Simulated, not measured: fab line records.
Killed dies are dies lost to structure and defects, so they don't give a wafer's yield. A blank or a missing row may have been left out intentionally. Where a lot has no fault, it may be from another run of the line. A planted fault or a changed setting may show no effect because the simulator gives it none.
Chamber matching -- flow gf180mcu -- GF_SAB_ETCH_11 on rie diel-03: 4 sister chambers
The step etches SiO2 in C4F8/O2/Ar, target depth 55 nm, time 8.5 s. 22 wafers are shown with their chamber, then 11 later ones without.

== WAFERS PAIRED WITH THEIR CHAMBERS ==
wafer,chamber,oes product au (a.u.)
L075.1,2,0.994
L075.2,3,0.998
L075.3,1,0.997
L075.4,0,1.000
L075.5,1,0.993
L075.6,2,0.996
L076.1,3,1.000
L076.2,2,0.994
L076.3,0,0.997
L076.4,1,0.981
L076.5,2,0.996
L076.6,1,0.980
L078.2,1,0.992
L078.3,2,0.981
L078.4,0,0.997
L084.1,2,0.978
L084.2,0,0.991
L084.3,1,0.988
L084.4,3,1.000
L084.5,2,0.994
L084.6,3,0.998
L086.4,2,0.969

SIGNATURES (means of the wafers above)
reading,chamber 0,chamber 1,chamber 2,chamber 3,scatter within a chamber
oes product au,0.99625,0.98850,0.98775,0.99900,0.00755
Rule: for each reading, subtract the chamber's mean from the wafer's reading, divide by that reading's scatter and square the result; add these up over the readings and take the root, which gives the wafer's distance from the chamber. The wafer belongs to the nearest chamber; if the next one is less than 2 further off, it can't be placed. The scatter: take each reading less its chamber's mean, square it, sum over the shown wafers, divide by the number of wafers less the number of chambers, and take the root.

== WAFERS WHOSE CHAMBER IS MISSING ==
wafer,oes product au (a.u.)
L086.5,0.984
L086.6,0.979
L090.1,1.008
L090.3,0.984
L090.6,0.994
L092.1,0.988
L092.3,1.005
L092.6,0.993
L094.1,0.998
L094.2,1.000
L094.5,1.009

== CHAMBER TAKEN BY EACH ==
wafer,from the rows above,in truth
L086.5,can't be placed: 2 or 1 or 0 or 3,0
L086.6,can't be placed: 2 or 1 or 0 or 3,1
L090.1,can't be placed: 3 or 0 or 1 or 2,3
L090.3,can't be placed: 2 or 1 or 0 or 3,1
L090.6,can't be placed: 0 or 3 or 1 or 2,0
L092.1,can't be placed: 2 or 1 or 0 or 3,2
L092.3,can't be placed: 3 or 0 or 1 or 2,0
L092.6,can't be placed: 0 or 1 or 2 or 3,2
L094.1,can't be placed: 3 or 0 or 1 or 2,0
L094.2,can't be placed: 3 or 0 or 1 or 2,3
L094.5,can't be placed: 3 or 0 or 1 or 2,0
Correctly placed: 0 of 11. Can't be placed from these rows: 11 (the true chamber is among the candidates in 11). Placed wrongly: 0.
